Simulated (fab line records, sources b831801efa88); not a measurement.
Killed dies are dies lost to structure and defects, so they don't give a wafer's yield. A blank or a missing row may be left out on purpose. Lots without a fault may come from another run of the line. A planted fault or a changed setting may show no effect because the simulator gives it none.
A struck lot beside a sound one | flow gf180mcu | 16 steps out of a route of 602
Sound: wafers L525.1, L525.4, L525.6. Struck: wafers L536.2, L536.4, L536.6. The cause comes at the end.
At each step with rows: each side's tool, then ch and its chambers, then its first start. Under that, the readings that differ: sound wafers | struck wafers | difference of the means | sigmas: that difference in standard deviations of wafers without a fault.
alike: readings whose means differ by less than 2 such deviations, and words and numbers that are the same on both sides. not compared: withheld readings, readings that some wafer has no value for, bounds like >300 that may hide the same value, and numbers for which the record gives no deviation and whose values overlap.
The two part at a step that has a row with sigmas, a row that says differs or no value, or rows on one side only. Numbers that don't overlap but have no deviation are shown without sigmas and don't part them. A reading that every wafer of one side lacks parts them only if that side has two wafers or more.

GF_VT_IMPLANT_OVL_MEAS_29:
  sound on overlay-02, day 7 13:59; struck on overlay-01, day 10 17:20
  alike: VT_IMPLANT_02_OVL
then, 1 step without rows for these wafers: GF_VT_IMPLANT_IMPLANT_30.
GF_VT_IMPLANT_STRIP_31: strips in O2/N2.
  sound on plasma_asher-03 ch 0,1, day 7 14:10; struck on plasma_asher-02 ch 0,1, day 10 17:31
  alike: drypump_motor_current_A, heater_power_w, oes_product_au, strip_time_to_endpoint_s
  not compared: rf_hours_counter_h
GF_VT_IMPLANT_TW_MEAS_32:
  sound on film_metro-02, day 7 14:16; struck on film_metro-04, day 10 17:37
  reading         | sound             | struck            | difference | sigmas
  VT_IMPLANT_3_TW | 265.4 265.1 265.3 | 268.9 269.0 267.9 | +3.3       | +2
then, 7 steps without rows for these wafers: GF_VT_IMPLANT_DEHYDRATE_33 (time 60 s); GF_VT_IMPLANT_HMDS_34 (prime time 60 s); GF_VT_IMPLANT_COAT_35 (resist thk 1000 nm); GF_VT_IMPLANT_SOFTBAKE_36 (time 60 s); GF_VT_IMPLANT_EXPOSE_37 (exposes mask Nwell HV AREA, target cd 860 nm); GF_VT_IMPLANT_PEB_38; GF_VT_IMPLANT_DEVELOP_39 (develop time 60 s).
GF_VT_IMPLANT_OVL_MEAS_40:
  sound on overlay-01, day 8 06:19; struck on overlay-02, day 11 11:50
  alike: VT_IMPLANT_03_OVL
GF_VT_IMPLANT_IMPLANT_41:
  sound on implanter-04 ch 0, day 8 06:23; struck on implanter-01, day 11 11:53
  no value came back on the struck wafers for beam_energy_keV, beam_on_s (s), end_station_pressure_torr (Torr); on the sound wafers beam_energy_keV reads 69.995 70.014 69.980
GF_VT_IMPLANT_STRIP_42: strips in O2/N2.
  sound on plasma_asher-03 ch 1, day 8 06:32; struck on plasma_asher-04 ch 0,1, day 11 12:01
  alike: drypump_motor_current_A, heater_power_w, oes_product_au, strip_time_to_endpoint_s
  not compared: rf_hours_counter_h
GF_VT_IMPLANT_TW_MEAS_43:
  sound on film_metro-04, day 8 06:38; struck on film_metro-02, day 11 12:07
  reading         | sound       | struck   | difference | sigmas
  VT_IMPLANT_4_TW | 684 687 688 | 30 30 30 | -656       | -99 or more
then, 1 step without rows for these wafers: GF_VT_IMPLANT_CLEAN_44 (cleans in SC1/SC2, time 150 s).

WHERE THEY PART
First at GF_VT_IMPLANT_TW_MEAS_32; last, within this record, at GF_VT_IMPLANT_TW_MEAS_43.

WHY: what the simulator had put in
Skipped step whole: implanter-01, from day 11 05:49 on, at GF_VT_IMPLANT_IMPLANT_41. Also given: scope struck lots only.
